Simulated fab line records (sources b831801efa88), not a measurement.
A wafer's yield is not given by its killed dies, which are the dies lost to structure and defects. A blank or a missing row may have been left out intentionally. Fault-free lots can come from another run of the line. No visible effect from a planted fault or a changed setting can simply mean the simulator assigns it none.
fab line records	flow sky130
record lots=5	wafers=15	last_day=49
route steps=708 shown VT_ADJUST_HVTP@93 VT_ADJUST_LVTN@97 VT_ADJUST_NCORE@119 VT_ADJUST_HVTR@131 PAD_OPEN@708
lots with no fault: from the same line, run without faults
start_h: start of the lot's first displayed wafer, in hours after the record's first day	wait_h: hours since the lot's step before	" identical to the entry in the row above	L1.1+2: a row that stands for several wafers	- value missing, or start not given	* or withheld: withheld	< > ~ a bound
route shown NAME@n: a module of which the file shows steps, and the number in the route of the first	usual: average and standard deviation across the fault-free wafers	same: alike in all rows	chamber/n: place in a boat	sites: readings site by site	_std_site: standard deviation across them	_edge_site: the outer-site mean with the inner-site mean subtracted	radius_mm: for every site, how far away it sits from the centre of the wafer	mask NAME#n: copy n	behind: the last tool/chamber to shape the wafer	hold: cause of the lot's hold/its duration in hours/its outcome	device: transistor that didn't switch, given as n, p or np	end of line: at the end of the route, the tests of the same wafers	for a step that has no rows: nothing shown but its recipe	killed: dies lost to structure and defects at the first sort, not the wafer's yield	map: shows each die of a wafer: x if killed, . if not, _ if none is there
set.NAME: setting as actually run; set.NAME@STEP: the setting as run at that earlier step	model.NAME: the simulator's own value behind a step, which no gauge read
a table for each step, a row for each wafer; lots at some steps of the route
services: when a tool's chamber went out of use (start_h, in hours from the record's first day, below 0 if earlier), for how many hours, and the reason
## steps
# step SKY_VT_ADJUST_HVTP_OVL_MEAS_08
# usual VT_ADJUST_HVTP_OVL=0.9/1.3
lot.wafer	tool	chamber	start_h	wait_h	VT_ADJUST_HVTP_OVL[nm]
L820.1	overlay-01	-	127.31	0.1	-1.2
L820.4	"	-	"	"	-0.2
L820.6	"	-	"	"	-2.8
L823.2	overlay-02	-	144.70	0.1	1.3
L823.3	"	-	"	"	2.3
L823.4	"	-	"	"	0.6
L825.2	overlay-01	-	155.27	0.1	-1.5
L825.3	"	-	"	"	-1.9
L825.4	"	-	"	"	-0.5
L834.2	overlay-01	-	227.42	0.1	-2.3
L834.4	"	-	"	"	0.1
L834.6	"	-	"	"	-0.5
L837.3	overlay-02	-	236.58	0.1	1.0
L837.4	"	-	"	"	1.1
L837.5	"	-	"	"	0.4
# step SKY_VT_ADJUST_HVTP_IMPLANT_09
# recipe species=As	energy_kev=150	dose_cm2=4.3e+12	tilt_deg=withheld
# step SKY_VT_ADJUST_HVTP_STRIP_10
# recipe chemistry=O2/N2	power_w=1400	pressure_mtorr=1500	platen_temp_c=withheld	o2_flow_sccm=3000	n2_flow_sccm=300	overash_fraction=0.5
# usual drypump_motor_current_A=5.65/0.22	oes_product_au=0.716/0.0046	strip_time_to_endpoint_s=14.18/0.043
lot.wafer	tool	chamber	start_h	wait_h	drypump_motor_current_A	oes_product_au	rf_hours_counter_h	strip_time_to_endpoint_s
L820.1	plasma_asher-01	1	127.50	0.1	5.47	0.720	1	14.17
L820.4	"	0	"	"	5.44	0.720	-	14.19
L820.6	"	1	"	"	5.49	0.709	-	14.15
L823.2	plasma_asher-01	1	144.88	0.1	5.45	0.711	2	14.20
L823.3	"	0	"	"	5.43	0.721	-	14.22
L823.4	"	1	"	"	5.47	0.717	-	14.19
L825.2	plasma_asher-03	0	155.45	0.1	6.00	0.716	46	14.19
L825.3	"	0	"	"	6.00	0.713	-	14.15
L825.4	"	1	"	"	5.95	0.716	-	14.21
L834.2	plasma_asher-01	1	227.60	0.1	5.48	0.728	11	14.26
L834.4	"	0	"	"	5.46	0.720	-	14.24
L834.6	"	0	"	"	5.44	0.709	-	14.24
L837.3	plasma_asher-03	1	236.79	0.1	5.93	0.720	-	14.16
L837.4	"	0	"	"	5.98	0.710	-	14.14
L837.5	"	1	"	"	5.93	0.710	-	14.19
# step SKY_VT_ADJUST_HVTP_TW_MEAS_11
# usual VT_ADJUST_HVTP_TW=1352/16
lot.wafer	tool	chamber	start_h	wait_h	VT_ADJUST_HVTP_TW
L820.1	film_metro-02	-	127.60	0.1	1356
L820.4	"	-	"	"	1357
L820.6	"	-	"	"	1362
L823.2	film_metro-02	-	144.99	0.1	1353
L823.3	"	-	"	"	1354
L823.4	"	-	"	"	1352
L825.2	film_metro-01	-	155.56	0.1	1328
L825.3	"	-	"	"	1332
L825.4	"	-	"	"	1331
L834.2	film_metro-01	-	227.71	0.1	1327
L834.4	"	-	"	"	1319
L834.6	"	-	"	"	1327
L837.3	film_metro-04	-	236.87	0.1	1366
L837.4	"	-	"	"	1363
L837.5	"	-	"	"	1354
# step SKY_VT_ADJUST_LVTN_DEHYDRATE_00
# recipe temp_c=200	time_s=60
# step SKY_VT_ADJUST_LVTN_HMDS_01
# recipe prime_time_s=60	prime_temp_c=120
# step SKY_VT_ADJUST_LVTN_COAT_02
# recipe spin_rpm=2000	resist_thk_nm=3000
# step SKY_VT_ADJUST_LVTN_SOFTBAKE_03
# recipe temp_c=110	time_s=withheld
# step SKY_VT_ADJUST_LVTN_EXPOSE_04
# recipe mask_id=NWM_COMPLEMENT_LESS_NATIVE	na=0.6	source_shape=conventional	sigma_outer=0.6	polarization=unpolarized	target_cd_nm=840	dose_mj=194
# step SKY_VT_ADJUST_LVTN_PEB_05
# recipe temp_c=115	time_s=withheld
# step SKY_VT_ADJUST_LVTN_DEVELOP_06
# recipe wall_angle_deg=90	developer=TMAH	develop_time_s=60	dev_temp_c=23
# step SKY_VT_ADJUST_LVTN_OVL_MEAS_07
# usual VT_ADJUST_LVTN_OVL=-0.3/1.3
lot.wafer	tool	chamber	start_h	wait_h	VT_ADJUST_LVTN_OVL[nm]
L820.1	overlay-01	-	145.88	-	-1.2
L820.4	"	-	"	"	-1.9
L820.6	"	-	"	"	-0.7
L823.2	overlay-01	-	163.90	-	-0.6
L823.3	"	-	"	"	-0.8
L823.4	"	-	"	"	0.9
L825.2	overlay-01	-	175.00	-	-1.1
L825.3	"	-	"	"	-0.4
L825.4	"	-	"	"	-2.0
L834.2	overlay-01	-	250.70	-	-1.4
L834.4	"	-	"	"	0.2
L834.6	"	-	"	"	-1.1
L837.3	overlay-01	-	261.16	-	-0.7
L837.4	"	-	"	"	-1.4
L837.5	"	-	"	"	1.0
# step SKY_VT_ADJUST_LVTN_IMPLANT_08
# recipe species=B	energy_kev=30	dose_cm2=1.57e+12	tilt_deg=withheld
lot.wafer	tool	chamber	start_h	wait_h
L820.1+4+6	implanter-01	0	145.91	0.0
L823.2+3+4	implanter-03	0	163.96	0.0
L825.2+3+4	implanter-03	0	175.05	0.0
L834.2+4+6	implanter-04	0	250.75	0.0
L837.3+4+5	implanter-01	0	261.23	0.1
# step SKY_VT_ADJUST_LVTN_STRIP_09
# recipe chemistry=O2/N2	power_w=1400	pressure_mtorr=1500	platen_temp_c=withheld	o2_flow_sccm=3000	n2_flow_sccm=300	overash_fraction=0.5
# usual drypump_motor_current_A=5.5/0.32	oes_product_au=0.722/0.0042	strip_time_to_endpoint_s=36.91/0.11
lot.wafer	tool	chamber	start_h	wait_h	drypump_motor_current_A	oes_product_au	rf_hours_counter_h	strip_time_to_endpoint_s
L820.1	plasma_asher-01	0	146.06	0.1	5.5	0.720	3	36.88
L820.4	"	0	"	"	5.5	0.721	-	36.87
L820.6	"	1	"	"	5.5	0.724	-	36.80
L823.2	plasma_asher-04	1	164.08	0.1	5.0	0.722	36	36.85
L823.3	"	0	"	"	5.3	0.721	-	36.87
L823.4	"	1	"	"	5.0	0.723	-	36.78
L825.2	plasma_asher-01	0	175.18	0.1	5.5	0.718	5	37.05
L825.3	"	0	"	"	5.4	0.727	-	37.04
L825.4	"	1	"	"	5.5	0.718	-	37.09
L834.2	plasma_asher-03	1	250.88	0.1	5.9	0.725	56	36.84
L834.4	"	1	"	"	5.9	0.712	-	36.93
L834.6	"	0	"	"	6.0	0.720	-	36.85
L837.3	plasma_asher-01	1	261.37	0.1	5.5	0.719	-	37.00
L837.4	"	0	"	"	5.4	0.728	-	36.93
L837.5	"	1	"	"	5.5	0.720	-	36.98
# step SKY_VT_ADJUST_LVTN_TW_MEAS_10
# usual VT_ADJUST_LVTN_TW=242.1/2
lot.wafer	tool	chamber	start_h	wait_h	VT_ADJUST_LVTN_TW
L820.1	film_metro-04	-	146.16	0.1	244.2
L820.4	"	-	"	"	244.9
L820.6	"	-	"	"	245.3
L823.2	film_metro-03	-	164.19	0.1	239.5
L823.3	"	-	"	"	240.6
L823.4	"	-	"	"	239.7
L825.2	film_metro-04	-	175.29	0.1	243.7
L825.3	"	-	"	"	243.4
L825.4	"	-	"	"	243.2
L834.2	film_metro-04	-	250.99	0.1	245.1
L834.4	"	-	"	"	245.0
L834.6	"	-	"	"	245.3
L837.3	film_metro-02	-	261.45	0.1	238.8
L837.4	"	-	"	"	238.3
L837.5	"	-	"	"	237.3
# step SKY_VT_ADJUST_LVTN_DEHYDRATE_11
# recipe temp_c=200	time_s=60
# step SKY_VT_ADJUST_LVTN_HMDS_12
# recipe prime_time_s=60	prime_temp_c=120
# step SKY_VT_ADJUST_LVTN_COAT_13
# recipe resist=NOVOLAK	spin_rpm=3000	resist_thk_nm=1140
# step SKY_VT_ADJUST_LVTN_SOFTBAKE_14
# recipe temp_c=90	time_s=60	resist=NOVOLAK
# step SKY_VT_ADJUST_LVTN_EXPOSE_15
# recipe mask_id=HVN_STD_DERIVED	na=0.6	source_shape=conventional	sigma_outer=0.6	polarization=unpolarized	target_cd_nm=600	dose_mj=163
# step SKY_VT_ADJUST_LVTN_PEB_16
# recipe temp_c=withheld	time_s=*	resist=NOVOLAK
# step SKY_VT_ADJUST_LVTN_DEVELOP_17
# recipe resist=NOVOLAK	developer=TMAH	develop_time_s=60	dev_temp_c=23
# step SKY_VT_ADJUST_LVTN_OVL_MEAS_18
# usual VT_ADJUST_LVTN_01_OVL=1.3/1.7
lot.wafer	tool	chamber	start_h	wait_h	VT_ADJUST_LVTN_01_OVL[nm]
L820.1	overlay-01	-	165.45	0.1	-1.5
L820.4	"	-	"	"	-1.6
L820.6	"	-	"	"	-1.5
L823.2	overlay-01	-	184.20	0.1	4.6
L823.3	"	-	"	"	6.6
L823.4	"	-	"	"	4.8
L825.2	overlay-02	-	196.25	0.1	0.3
L825.3	"	-	"	"	1.6
L825.4	"	-	"	"	2.0
L834.2	overlay-02	-	275.20	0.1	0.0
L834.4	"	-	"	"	-0.7
L834.6	"	-	"	"	-0.7
L837.3	overlay-02	-	285.35	0.1	3.3
L837.4	"	-	"	"	2.1
L837.5	"	-	"	"	2.3
# step SKY_VT_ADJUST_LVTN_IMPLANT_19
# recipe species=B	energy_kev=30	dose_cm2=6.5e+11	tilt_deg=withheld
# step SKY_VT_ADJUST_LVTN_STRIP_20
# recipe chemistry=O2/N2	power_w=1400	pressure_mtorr=1500	platen_temp_c=withheld	o2_flow_sccm=3000	n2_flow_sccm=300	overash_fraction=0.5
# usual drypump_motor_current_A=5.5/0.35	oes_product_au=0.715/0.0046	strip_time_to_endpoint_s=14.16/0.042
lot.wafer	tool	chamber	start_h	wait_h	drypump_motor_current_A	oes_product_au	rf_hours_counter_h	strip_time_to_endpoint_s
L820.1	plasma_asher-04	1	165.63	0.1	5.0	0.716	36	14.13
L820.4	"	1	"	"	5.0	0.710	-	14.12
L820.6	"	0	"	"	5.4	0.717	-	14.09
L823.2	plasma_asher-01	0	184.38	0.1	5.5	0.721	6	14.21
L823.3	"	1	"	"	5.5	0.717	-	14.16
L823.4	"	0	"	"	5.4	0.720	-	14.15
L825.2	plasma_asher-01	1	196.43	0.1	5.5	0.708	7	14.17
L825.3	"	0	"	"	5.4	0.713	-	14.15
L825.4	"	1	"	"	5.5	0.705	-	14.14
L834.2	plasma_asher-04	1	275.38	0.1	5.0	0.719	46	14.21
L834.4	"	1	"	"	5.0	0.720	-	14.19
L834.6	"	1	"	"	5.0	0.716	-	14.23
L837.3	plasma_asher-03	0	285.56	0.1	6.0	0.716	-	14.08
L837.4	"	1	"	"	5.9	0.709	-	14.20
L837.5	"	1	"	"	5.9	0.713	-	14.10
# step SKY_VT_ADJUST_LVTN_TW_MEAS_21
# usual VT_ADJUST_LVTN_2_TW=188.7/1.5
lot.wafer	tool	chamber	start_h	wait_h	VT_ADJUST_LVTN_2_TW
L820.1	film_metro-04	-	165.73	0.1	190.8
L820.4	"	-	"	"	189.9
L820.6	"	-	"	"	189.6
L823.2	film_metro-02	-	184.49	0.1	187.8
L823.3	"	-	"	"	188.5
L823.4	"	-	"	"	188.5
L825.2	film_metro-02	-	196.54	0.1	189.1
L825.3	"	-	"	"	189.4
L825.4	"	-	"	"	188.8
L834.2	film_metro-04	-	275.49	0.1	190.0
L834.4	"	-	"	"	190.3
L834.6	"	-	"	"	190.2
L837.3	film_metro-03	-	285.65	0.1	187.9
L837.4	"	-	"	"	186.1
L837.5	"	-	"	"	187.2
# step SKY_VT_ADJUST_NCORE_DEHYDRATE_00
# recipe temp_c=200	time_s=60
# step SKY_VT_ADJUST_NCORE_HMDS_01
# recipe prime_time_s=60	prime_temp_c=120
# step SKY_VT_ADJUST_NCORE_COAT_02
# recipe resist=NOVOLAK	spin_rpm=3000	resist_thk_nm=1140
# step SKY_VT_ADJUST_NCORE_SOFTBAKE_03
# recipe temp_c=90	time_s=60	resist=NOVOLAK
# step SKY_VT_ADJUST_NCORE_EXPOSE_04
# recipe mask_id=LVTN_COMPLEMENT_THIN	na=0.6	source_shape=conventional	sigma_outer=0.6	polarization=unpolarized	target_cd_nm=380	dose_mj=139
# step SKY_VT_ADJUST_NCORE_PEB_05
# recipe temp_c=withheld	time_s=*	resist=NOVOLAK
# step SKY_VT_ADJUST_NCORE_DEVELOP_06
# recipe resist=NOVOLAK	developer=TMAH	develop_time_s=57.12	dev_temp_c=23
# step SKY_VT_ADJUST_NCORE_CD_MEAS_07
# recipe target_cd_nm=380
# usual cd_nm=379.5/2.3
lot.wafer	tool	chamber	start_h	wait_h	cd_nm
L820.1	cd_sem-01	-	186.29	0.1	378.4
L820.4	"	-	"	"	376.6
L820.6	"	-	"	"	377.2
L823.2	cd_sem-01	-	205.62	0.1	377.5
L823.3	"	-	"	"	378.7
L823.4	"	-	"	"	378.5
L825.2	cd_sem-01	-	218.46	0.1	378.4
L825.3	"	-	"	"	380.4
L825.4	"	-	"	"	380.0
L834.2	cd_sem-02	-	300.56	0.1	381.4
L834.4	"	-	"	"	382.2
L834.6	"	-	"	"	379.8
L837.3	cd_sem-01	-	311.14	0.1	379.3
L837.4	"	-	"	"	379.7
L837.5	"	-	"	"	379.6
# step SKY_VT_ADJUST_NCORE_OVL_MEAS_08
# usual VT_ADJUST_NCORE_OVL=-0.5/1.4
lot.wafer	tool	chamber	start_h	wait_h	VT_ADJUST_NCORE_OVL[nm]
L820.1	overlay-01	-	186.41	0.1	1.7
L820.4	"	-	"	"	1.7
L820.6	"	-	"	"	-0.2
L823.2	overlay-01	-	205.72	0.1	-1.2
L823.3	"	-	"	"	-1.0
L823.4	"	-	"	"	0.5
L825.2	overlay-01	-	218.58	0.1	-1.7
L825.3	"	-	"	"	-1.1
L825.4	"	-	"	"	0.5
L834.2	overlay-01	-	300.67	0.1	0.7
L834.4	"	-	"	"	-0.5
L834.6	"	-	"	"	-0.1
L837.3	overlay-02	-	311.23	0.1	0.6
L837.4	"	-	"	"	1.1
L837.5	"	-	"	"	2.0
# step SKY_VT_ADJUST_NCORE_IMPLANT_09
# recipe species=B	energy_kev=10	dose_cm2=2.4e+12	tilt_deg=withheld
# step SKY_VT_ADJUST_NCORE_STRIP_10
# recipe chemistry=O2/N2	power_w=1400	pressure_mtorr=1500	platen_temp_c=withheld	o2_flow_sccm=3000	n2_flow_sccm=300	overash_fraction=0.5
# usual drypump_motor_current_A=5.39/0.19	oes_product_au=0.716/0.0045	strip_time_to_endpoint_s=14.17/0.052
lot.wafer	tool	chamber	start_h	wait_h	drypump_motor_current_A	oes_product_au	rf_hours_counter_h	strip_time_to_endpoint_s
L820.1	plasma_asher-01	0	186.60	0.1	5.44	0.713	7	14.23
L820.4	"	0	"	"	5.44	0.712	-	14.19
L820.6	"	1	"	"	5.49	0.727	-	14.17
L823.2	plasma_asher-04	0	205.90	0.1	5.35	0.723	40	14.15
L823.3	"	0	"	"	5.31	0.715	-	14.13
L823.4	"	1	"	"	5.02	0.720	-	14.13
L825.2	plasma_asher-02	1	218.76	0.1	5.49	0.711	51	14.24
L825.3	"	1	"	"	5.49	0.714	-	14.28
L825.4	"	0	"	"	5.59	0.716	-	14.28
L834.2	plasma_asher-04	0	300.85	0.1	5.32	0.729	49	14.17
L834.4	"	1	"	"	4.99	0.718	-	14.19
L834.6	"	0	"	"	5.32	0.710	-	14.17
L837.3	plasma_asher-02	1	311.44	0.1	5.49	0.724	-	14.09
L837.4	"	0	"	"	5.60	0.710	-	14.08
L837.5	"	1	"	"	5.48	0.715	-	14.05
# step SKY_VT_ADJUST_NCORE_TW_MEAS_11
# usual VT_ADJUST_NCORE_TW=218.1/1.4
lot.wafer	tool	chamber	start_h	wait_h	VT_ADJUST_NCORE_TW
L820.1	film_metro-03	-	186.70	0.1	219.6
L820.4	"	-	"	"	219.9
L820.6	"	-	"	"	219.9
L823.2	film_metro-03	-	206.01	0.1	218.5
L823.3	"	-	"	"	218.3
L823.4	"	-	"	"	217.5
L825.2	film_metro-03	-	218.87	0.1	218.5
L825.3	"	-	"	"	218.3
L825.4	"	-	"	"	218.2
L834.2	film_metro-01	-	300.96	0.1	215.7
L834.4	"	-	"	"	217.2
L834.6	"	-	"	"	215.5
L837.3	film_metro-01	-	311.52	0.1	216.0
L837.4	"	-	"	"	214.9
L837.5	"	-	"	"	215.1
# step SKY_VT_ADJUST_HVTR_DEHYDRATE_00
# recipe temp_c=200	time_s=60
# step SKY_VT_ADJUST_HVTR_HMDS_01
# recipe prime_time_s=60	prime_temp_c=120
# step SKY_VT_ADJUST_HVTR_COAT_02
# recipe resist=NOVOLAK	spin_rpm=3000	resist_thk_nm=1140
# step SKY_VT_ADJUST_HVTR_SOFTBAKE_03
# recipe temp_c=90	time_s=60	resist=NOVOLAK
# step SKY_PAD_OPEN_PROBE_99
# usual killed_at_M0_to_M3=42/6.7	killed_at_M4_up=3.4/2	killed_at_contacts=24/5.1	killed_at_front_end=14/4.2	killed_at_other=0.2/0.49	killed_dies=84/8.4	killed_open=46/7	killed_short=39/5.8
# same gross_dies=492	killed_at_back_side=0
lot.wafer	tool	chamber	start_h	wait_h	killed_at_M0_to_M3	killed_at_M4_up	killed_at_contacts	killed_at_front_end	killed_at_other	killed_dies	killed_open	killed_short	model.etest.nfet_01v8.vt_v_range
L820.1	prober-02	-	1083.41	0.1	57	3	18	12	1	91	53	38	0.009436
L820.4	prober-02	-	1083.56	0.2	40	8	22	14	0	84	40	44	0.01019
L820.6	prober-02	-	1083.66	0.2	39	6	20	15	0	80	42	38	0.01096
L823.2	prober-01	-	1096.87	0.1	36	2	23	15	0	76	34	42	0.005209
L823.3	prober-01	-	1096.92	0.2	41	1	26	14	1	83	57	26	0.01654
L823.4	prober-01	-	1096.97	0.2	45	4	22	14	1	86	45	41	0.01082
L825.2	prober-01	-	1109.96	0.1	34	1	38	12	0	85	41	44	0.01009
L825.3	prober-01	-	1110.01	0.2	53	2	25	21	0	101	50	51	0.005857
L825.4	prober-01	-	1110.06	0.2	44	1	31	17	0	93	60	33	0.008834
L834.2	prober-02	-	1175.62	0.1	43	4	24	13	0	84	41	43	0.007776
L834.4	prober-02	-	1175.72	0.2	45	3	18	17	0	83	42	41	0.01187
L834.6	prober-02	-	1175.82	0.2	39	9	23	11	0	82	46	36	0.006117
L837.3	prober-01	-	1183.86	0.2	47	3	20	25	1	96	58	38	0.01458
L837.4	prober-01	-	1183.91	0.2	46	3	19	12	0	80	43	37	0.01265
L837.5	prober-01	-	1183.96	0.2	41	3	25	18	0	87	47	40	0.01958
# killed by level:class
L820.1 VIA2:geometric_particle:open=11 VIA1:geometric_particle:open=9 METAL2:geometric_particle:short=7 LI_CONTACT:geometric_particle:open=6 CONTACT:geometric_particle:open=6 VIA3:geometric_particle:open=6 METAL3:geometric_particle:short=6 VIA2:geometric_particle:short=5
L820.4 CONTACT:geometric_particle:open=7 VIA3:geometric_particle:open=6 VIA1:geometric_particle:open=6 METAL2:geometric_particle:short=6 METAL4:geometric_particle:short=6 LI_CONTACT:geometric_particle:open=5 CONTACT:geometric_particle:short=5 METAL1:geometric_particle:short=5
L820.6 VIA1:geometric_particle:open=10 VIA3:geometric_particle:open=7 LI_CONTACT:geometric_particle:open=5 METAL2:geometric_particle:short=5 FIELD_ISO:geometric_particle:short=4 FIELD_ISO:geometric_particle:open=4 CONTACT:geometric_particle:short=4 CONTACT:geometric_particle:open=4
L823.2 METAL2:geometric_particle:short=8 VIA3:geometric_particle:open=8 CONTACT:geometric_particle:short=8 VIA1:geometric_particle:open=6 LI_CONTACT:geometric_particle:short=6 POLY_GATE:geometric_particle:short=5 LI_CONTACT:geometric_particle:open=5 VIA2:geometric_particle:open=4
L823.3 CONTACT:geometric_particle:open=10 LI_CONTACT:geometric_particle:open=8 VIA3:geometric_particle:open=8 VIA1:geometric_particle:open=7 VIA2:geometric_particle:open=7 POLY_GATE:geometric_particle:open=6 METAL2:geometric_particle:short=5 VIA1:geometric_particle:short=4
L823.4 VIA1:geometric_particle:open=12 VIA3:geometric_particle:open=10 CONTACT:geometric_particle:open=9 METAL2:geometric_particle:short=8 POLY_GATE:geometric_particle:short=6 FIELD_ISO:geometric_particle:open=4 LOCAL_INTERCONNECT:geometric_particle:short=4 METAL1:geometric_particle:short=4
L825.2 CONTACT:geometric_particle:short=12 LI_CONTACT:geometric_particle:open=9 CONTACT:geometric_particle:open=9 VIA3:geometric_particle:open=6 VIA1:geometric_particle:short=5 METAL3:geometric_particle:short=5 FIELD_ISO:geometric_particle:open=4 METAL1:geometric_particle:short=4
L825.3 VIA1:geometric_particle:open=9 VIA2:geometric_particle:open=8 CONTACT:geometric_particle:short=7 METAL1:geometric_particle:short=7 VIA2:geometric_particle:short=6 CONTACT:geometric_particle:open=6 POLY_GATE:geometric_particle:open=5 LI_CONTACT:geometric_particle:open=5
L825.4 CONTACT:geometric_particle:open=17 VIA1:geometric_particle:open=9 VIA2:geometric_particle:open=9 METAL3:geometric_particle:short=8 LI_CONTACT:geometric_particle:open=6 VIA3:geometric_particle:short=6 FIELD_ISO:geometric_particle:short=5 FIELD_ISO:geometric_particle:open=5
L834.2 VIA1:geometric_particle:open=10 CONTACT:geometric_particle:open=8 VIA3:geometric_particle:open=7 FIELD_ISO:geometric_particle:short=5 VIA1:geometric_particle:short=5 LI_CONTACT:geometric_particle:open=5 CONTACT:geometric_particle:short=5 METAL1:geometric_particle:short=5
L834.4 VIA1:geometric_particle:open=12 FIELD_ISO:geometric_particle:open=7 FIELD_ISO:geometric_particle:short=7 LI_CONTACT:geometric_particle:open=7 VIA3:geometric_particle:short=6 VIA3:geometric_particle:open=6 METAL1:geometric_particle:short=5 VIA1:geometric_particle:short=4
L834.6 VIA3:geometric_particle:open=9 LI_CONTACT:geometric_particle:open=8 METAL2:geometric_particle:short=8 CONTACT:geometric_particle:open=7 VIA2:geometric_particle:open=7 METAL4:geometric_particle:short=6 FIELD_ISO:geometric_particle:short=4 LOCAL_INTERCONNECT:geometric_particle:short=4
L837.3 VIA1:geometric_particle:open=12 METAL1:geometric_particle:short=10 LI_CONTACT:geometric_particle:open=9 CONTACT:geometric_particle:open=7 VIA1:geometric_particle:short=6 METAL2:geometric_particle:short=6 FIELD_ISO:geometric_particle:open=5 POLY_GATE:geometric_particle:open=5
L837.4 VIA3:geometric_particle:open=8 VIA2:geometric_particle:open=7 VIA1:geometric_particle:open=7 METAL2:geometric_particle:short=5 POLY_GATE:geometric_particle:open=4 LI_CONTACT:geometric_particle:short=4 LI_CONTACT:geometric_particle:open=4 LOCAL_INTERCONNECT:geometric_particle:short=4
L837.5 CONTACT:geometric_particle:open=8 VIA3:geometric_particle:open=7 LI_CONTACT:geometric_particle:open=7 METAL1:geometric_particle:short=6 METAL2:geometric_particle:short=6 VIA2:geometric_particle:open=6 FIELD_ISO:geometric_particle:open=5 CONTACT:geometric_particle:short=5
## services
tool	chamber	start_h	hours	kind
plasma_asher-01	-	108.75	9.0	pm
plasma_asher-01	0	108.75	9.0	vent_cycle
plasma_asher-01	1	108.75	9.0	vent_cycle
plasma_asher-01	0	117.75	-	clean
plasma_asher-01	1	117.75	-	clean
implanter-04	-	139.47	1.2	repair
plasma_asher-02	-	158.28	8.8	repair
implanter-01	-	172.42	5.5	pm
plasma_asher-02	-	191.94	1.1	repair
implanter-04	-	199.06	9.6	repair
implanter-04	-	229.86	1.6	repair
implanter-04	-	233.16	2.6	pm
implanter-03	-	254.54	4.0	pm
implanter-04	-	292.20	2.7	repair
## key
first_sign none at tools or gauges
model_effect step=SKY_PAD_OPEN_PROBE_99	value=etest.nfet_01v8.vt_v_range	without=0.00827	struck=0.0156
met_at SKY_VT_ADJUST_LVTN_IMPLANT_08
struck_wafers L837.3,L837.4,L837.5
tester_left_out L837
onset_between 145.91 261.23
also_fits time
fault kind=process_parameter_drift	tool=implanter-01	chamber=-	onset_h=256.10	steps=SKY_VT_ADJUST_LVTN_IMPLANT_08	channel=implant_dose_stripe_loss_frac	offset=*	shape=step	end_h=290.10
# tester_left_out: of these lots the tester's yield and bins aren't shown, on N5 and GAA mostly nor the transistor test; their killed dies are dies lost to structure and defects alone, not to doping, threshold or leakage, so they don't give the yield
